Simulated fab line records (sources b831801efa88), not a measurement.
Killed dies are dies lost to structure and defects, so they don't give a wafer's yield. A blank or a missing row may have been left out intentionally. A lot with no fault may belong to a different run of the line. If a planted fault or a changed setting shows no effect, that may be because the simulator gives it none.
Which tool did it? | flow gf180mcu | Sampling: 13 lots, 39 wafers, 5 of 602 route steps

WHAT THE GAUGES SHOWED, per wafer
GF_MVSD_OVL_MEAS_07.
lot  | measured    | on         | MVSD_OVL (nm)
L980 | day 4 11:49 | overlay-02 | 0.5 1.7 2.4
L983 | day 5 03:47 | overlay-01 | -2.0 1.1 1.8
L984 | day 5 13:55 | overlay-02 | -0.3 -0.7 0.5
L986 | day 6 02:35 | overlay-01 | 0.3 0.8 0.0
L987 | day 6 08:16 | overlay-02 | -0.2 0.7 0.4
L989 | day 6 22:47 | overlay-01 | -1.4 -0.6 -1.4
L990 | day 7 00:35 | overlay-01 | -0.6 -1.4 -1.8
L991 | day 7 03:56 | overlay-02 | 0.1 0.1 -2.7
L992 | day 7 09:34 | overlay-02 | -1.8 -1.6 -2.3
L993 | day 7 14:25 | overlay-02 | -1.0 -1.3 0.1
L994 | day 7 22:20 | overlay-02 | 1.1 -0.7 0.2
L998 | day 8 19:55 | overlay-02 | - - -
L103 | day 9 23:19 | overlay-02 | -1.3 -1.8 -2.0

GF_MVSD_TW_MEAS_11.
lot  | measured    | on            | MVSD_TW
L980 | day 4 12:15 | film-metro-03 | 1579 1583 1591
L983 | day 5 04:13 | film-metro-01 | 1570 1576 1574
L984 | day 5 14:21 | film-metro-04 | 1561 1570 1557
L986 | day 6 03:02 | film-metro-01 | 1575 1575 1573
L987 | day 6 08:43 | film-metro-03 | 1583 1588 1581
L989 | day 6 23:13 | film-metro-03 | 1595 1592 1583
L990 | day 7 01:02 | film-metro-01 | 1586 1579 1582
L991 | day 7 04:22 | film-metro-04 | 1569 1562 1565
L992 | day 7 10:01 | film-metro-01 | 1591 1581 1592
L993 | day 7 14:52 | film-metro-03 | 1587 1594 1584
L994 | day 7 22:47 | film-metro-04 | 1574 1568 1576
L998 | day 8 20:22 | film-metro-03 | 30 30 30
L103 | day 9 23:46 | film-metro-01 | 1567 1567 1579

GF_V1_BOW_MEAS_05.
lot  | measured     | on            | V1_BOW (um)
L980 | day 17 08:28 | film-metro-01 | 79 82 101
L983 | day 18 18:35 | film-metro-03 | 88 84 76
L984 | day 18 23:32 | film-metro-03 | 78 84 91
L986 | day 20 02:23 | film-metro-02 | 79 97 87
L987 | day 20 09:24 | film-metro-03 | 91 87 95
L989 | day 21 06:58 | film-metro-02 | 84 76 82
L990 | day 21 09:58 | film-metro-03 | 76 69 92
L991 | day 21 15:02 | film-metro-02 | 84 86 93
L992 | day 21 21:27 | film-metro-03 | 71 80 72
L993 | day 22 00:28 | film-metro-02 | 96 85 100
L994 | day 22 16:23 | film-metro-03 | 82 85 85
L998 | day 23 22:17 | film-metro-01 | 84 85 76
L103 | day 25 09:44 | film-metro-03 | 73 84 79

GF_V1_OVL_MEAS_15.
lot  | measured     | on         | V1_OVL (nm)
L980 | day 18 08:27 | overlay-01 | -3 -10 -3
L983 | day 19 18:55 | overlay-01 | 0 1 3
L984 | day 19 23:57 | overlay-01 | -1 7 12
L986 | day 21 03:22 | overlay-01 | -5 -6 -1
L987 | day 21 09:59 | overlay-02 | 10 15 7
L989 | day 22 06:29 | overlay-01 | -12 -7 -3
L990 | day 22 09:56 | overlay-02 | 11 8 13
L991 | day 22 14:22 | overlay-02 | 3 -2 0
L992 | day 22 20:51 | overlay-01 | 5 6 11
L993 | day 22 23:36 | overlay-02 | 9 16 9
L994 | day 23 15:31 | overlay-01 | 4 4 -1
L998 | day 24 21:00 | overlay-02 | 3 8 1
L103 | day 26 07:11 | overlay-01 | 8 9 6

EACH LOT AND THE TOOL THAT RAN IT (in order: tool; ch and the chambers of the sampled wafers; start)
lot  | GF_MVSD_EXPOSE_04
L980 | iline-stepper-01 ch 0, day 4 05:20
L983 | iline-stepper-01 ch 0, day 4 20:47
L984 | iline-stepper-02 ch 0, day 5 06:52
L986 | iline-stepper-01 ch 0, day 5 19:06
L987 | iline-stepper-01 ch 0, day 6 00:58
L989 | iline-stepper-02 ch 0, day 6 14:55
L990 | iline-stepper-02 ch 0, day 6 17:31
L991 | iline-stepper-02 ch 0, day 6 20:21
L992 | iline-stepper-01 ch 0, day 7 01:58
L993 | iline-stepper-01 ch 0, day 7 06:47
L994 | iline-stepper-01 ch 0, day 7 14:38
L998 | iline-stepper-01 ch 0, day 8 11:43
L103 | iline-stepper-01 ch 0, day 9 14:37
- GF_MVSD_EXPOSE_04: exposes mask MVSD, target cd 1000 nm.

WHAT THE TOOLS THEMSELVES READ (means of the sampled wafers that have a number; where no wafer has one, the mark that the record gives instead)
The record holds no such reading with a usual standard deviation.

THE ANSWER, worked out from the rows above alone
Rule: the lots themselves supply what counts as usual. Put in order of their means at a reading, lots are off if they are a third of the lots or fewer, leave a main group of 4 or more, and stand apart from it by a gap of 3 or more times the standard deviation of the main group's means; of several such gaps the widest counts. A main group is skipped when, at the precision printed for the reading in the tables above, its means are all equal. Also off: a lot with no number at a reading for which 4 or more lots have one. Where the step has rows for the other lots, those lots are counted as sound. The gauges are gone through in route order, then the tools' own readings, and for those a lot's mean is taken as printed above. The first step at which some lot is off is used, and at that step the reading that is off furthest; a lot without a number counts as furthest.
Off: L998, at GF_MVSD_OVL_MEAS_07 (MVSD_OVL). Without a number there: L998. The main group: mean -0.4 nm, standard deviation 0.97.
A tool fits if, at a process step before that reading, it ran every lot that is off, and no sound lot after the first of them. Not tried: the gauges at GF_MVSD_OVL_MEAS_07; whatever is off there is also off at GF_MVSD_TW_MEAS_11, on other tools, and gauge error can't account for it. None of those tried fits.

WHAT THE SIMULATOR HAD PUT IN
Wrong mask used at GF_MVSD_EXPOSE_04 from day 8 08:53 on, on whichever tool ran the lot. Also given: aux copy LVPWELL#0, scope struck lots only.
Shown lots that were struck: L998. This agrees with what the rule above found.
